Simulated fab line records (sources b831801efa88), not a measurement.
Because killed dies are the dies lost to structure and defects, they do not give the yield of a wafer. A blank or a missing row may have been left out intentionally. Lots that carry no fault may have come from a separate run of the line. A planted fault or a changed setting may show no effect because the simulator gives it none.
Struck lot and sound lot, side by side || flow gf180mcu || 14 steps out of a route of 602
Sound: the wafers L542.1, L542.3, L542.4. The struck wafers were L549.4, L549.5, L549.6. The cause comes at the end.
At each step with rows: each side's tool, then ch and its chambers, then its first start. Under that, the readings that differ: sound wafers || struck wafers || difference of the means || sigmas: that difference in standard deviations of wafers without a fault.
alike: words and numbers the same on both sides, and readings whose means are apart by under 2 such deviations; not compared: readings that were withheld, readings missing a value for some wafer, numbers with overlapping values and no deviation given by the record, and bounds like >300 which may hide the same value.
Wherever a step has rows on one side only, a row that says differs or no value, or a row with sigmas, the two part there. Non-overlapping numbers with no deviation appear without sigmas and do not part them. A reading that every wafer of one side lacks parts them only if that side has two wafers or more.

first, 2 steps without rows for these wafers: GF_M2_CLEAN_19 (cleans in DIW); GF_V2_CVD_00 (deposits SiO2, target thk 600 nm, time 100 s).
GF_V2_THK_MEAS_01:
  struck on film metro-01, day 22 20:53; sound on film metro-04, day 20 19:40
  alike: V2_CVD_00_THK
GF_V2_CVD_02: deposits SiO2 from TEOS, target thk 850 nm, time 94.851 s.
  sound on pecvd-03 ch 0,2, day 20 19:43; struck on pecvd-03 ch 0,1,2, day 22 20:57
  alike: heater power w, susceptor temp C
GF_V2_THK_MEAS_03:
  struck on film metro-04, day 22 21:01; sound on film metro-03, day 20 19:47
  alike: V2_CVD_02_THK
GF_V2_CMP_04: polishes SiO2.
  sound on cmp-01 ch 0,1,3, day 20 19:51; struck on cmp-01 ch 0,1,2, day 22 21:12
  alike: motor current A, time to endpoint s
GF_V2_BOW_MEAS_05:
  struck on film metro-04, day 22 21:25; sound on film metro-04, day 20 20:09
  alike: V2_BOW
then, 5 steps without rows for these wafers: GF_V2_DEHYDRATE_06 (time 60 s); GF_V2_HMDS_07 (prime time 60 s); GF_V2_COAT_08; GF_V2_COAT_09 (resist thk 1000 nm); GF_V2_SOFTBAKE_10 (time 60 s).
GF_V2_EXPOSE_11: exposes mask Via2, target cd 260 nm.
  struck on krf scanner-01, day 23 08:35; sound on krf scanner-01 ch 0, day 21 08:03
  no value came back on the struck wafers for exposure dose mJ cm2, focus offset nm (nm); on the sound wafers exposure dose mJ cm2 reads 37.97 37.95 37.96
  alike: mask
then, 1 step without rows for these wafers: GF_V2_PEB_12 (peb time 90 s).

## WHERE THEY PART
Only at GF_V2_EXPOSE_11, as far as this record shows.

WHY: the cause the simulator had injected
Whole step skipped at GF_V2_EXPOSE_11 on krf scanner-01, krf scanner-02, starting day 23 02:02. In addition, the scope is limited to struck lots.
